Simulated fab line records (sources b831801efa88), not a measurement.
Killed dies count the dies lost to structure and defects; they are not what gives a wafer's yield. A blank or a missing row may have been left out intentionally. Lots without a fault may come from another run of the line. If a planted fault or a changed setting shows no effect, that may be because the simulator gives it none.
Chamber matching | flow gf180mcu | GF_STI_CMP_25 on cmp-02 has 4 sister chambers
The step polishes, stops on Si3N4, t overpolish 33 s, target thk 524.6 nm. 24 wafers are shown with their chamber, then 12 later ones without.

== WAFERS PAIRED WITH THEIR CHAMBERS ==
wafer  | chamber | motor_current_A (A) | time_to_endpoint_s (s) | head_pressure_psi (psi)
L076.3 | 0       | 11.1                | 128                    | 4.008
L076.5 | 3       | 12.1                | 120                    | 4.010
L076.6 | 0       | 11.9                | 127                    | 3.997
L079.3 | 3       | 12.6                | 115                    | 4.010
L079.4 | 1       | 11.5                | 121                    | 3.999
L079.5 | 2       | 11.6                | 121                    | 3.996
L080.2 | 3       | 11.7                | 117                    | 4.001
L080.4 | 0       | 11.5                | 124                    | 3.980
L080.6 | 0       | 11.1                | 121                    | 3.992
L082.2 | 1       | 11.1                | 119                    | 3.995
L082.3 | 0       | 11.8                | 121                    | 3.986
L082.4 | 2       | 11.5                | 119                    | 3.992
L083.1 | 0       | 12.0                | 119                    | 3.999
L083.4 | 1       | 11.3                | 122                    | 4.017
L083.5 | 3       | 12.2                | 115                    | 4.002
L084.1 | 2       | 11.9                | 123                    | 3.999
L084.4 | 3       | 11.8                | 121                    | 4.013
L084.5 | 2       | 11.8                | 120                    | 4.015
L085.1 | 0       | 12.1                | 119                    | 4.016
L085.2 | 3       | 12.3                | 110                    | 3.988
L085.4 | 2       | 11.4                | 115                    | 4.010
L086.1 | 0       | 11.4                | 124                    | 4.010
L086.4 | 2       | 12.2                | 119                    | 3.994
L086.5 | 0       | 10.8                | 121                    | 3.997

SIGNATURES (means of the wafers above)
reading            | chamber 0 | chamber 1 | chamber 2 | chamber 3 | scatter within a chamber
motor_current_A    | 11.522    | 11.300    | 11.733    | 12.117    | 0.37
time_to_endpoint_s | 122.67    | 120.67    | 119.50    | 116.33    | 3.21
head_pressure_psi  | 3.99833   | 4.00367   | 4.00100   | 4.00400   | 0.0105
Rule: distance of a wafer from a chamber = root of the sum over the readings of ((wafer's reading minus chamber's mean) / reading's scatter) squared. The wafer belongs to the nearest chamber; if the next one is less than 2 further off, it can't be placed. The scatter: take each reading less its chamber's mean, square it, sum over the shown wafers, divide by the number of wafers less the number of chambers, and take the root.

== WAFERS MISSING THEIR CHAMBER ==
wafer  | motor_current_A (A) | time_to_endpoint_s (s) | head_pressure_psi (psi)
L088.1 | 12.3                | 120                    | 3.997
L088.3 | 11.8                | 119                    | 3.993
L088.6 | 11.0                | 121                    | 3.978
L089.1 | 11.3                | 119                    | 4.000
L089.3 | 12.0                | 120                    | 4.008
L089.5 | 11.7                | 123                    | 4.005
L091.1 | 11.4                | 124                    | 3.996
L091.2 | 11.3                | 116                    | 4.004
L091.6 | 11.6                | 118                    | 4.004
L097.2 | 11.9                | 116                    | 4.002
L097.3 | 11.9                | 120                    | 4.010
L097.4 | 10.9                | 123                    | 3.996

== EACH ONE'S CHAMBER ==
wafer  | from the rows above               | in truth
L088.1 | can't be placed: 3 or 2 or 0 or 1 | 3
L088.3 | can't be placed: 2 or 0 or 3 or 1 | 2
L088.6 | can't be placed: 0 or 1 or 2 or 3 | 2
L089.1 | can't be placed: 1 or 2 or 0 or 3 | 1
L089.3 | can't be placed: 2 or 3 or 0 or 1 | 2
L089.5 | can't be placed: 0 or 2 or 1 or 3 | 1
L091.1 | can't be placed: 0 or 1 or 2      | 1
L091.2 | can't be placed: 1 or 2 or 3 or 0 | 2
L091.6 | can't be placed: 2 or 1 or 3 or 0 | 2
L097.2 | can't be placed: 3 or 2 or 1 or 0 | 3
L097.3 | can't be placed: 2 or 3 or 0 or 1 | 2
L097.4 | can't be placed: 1 or 0 or 2      | 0
Correctly placed: 0 of 12. Not placeable from these rows: 12 (in 12, the candidates include the true chamber). Placed wrongly: 0.
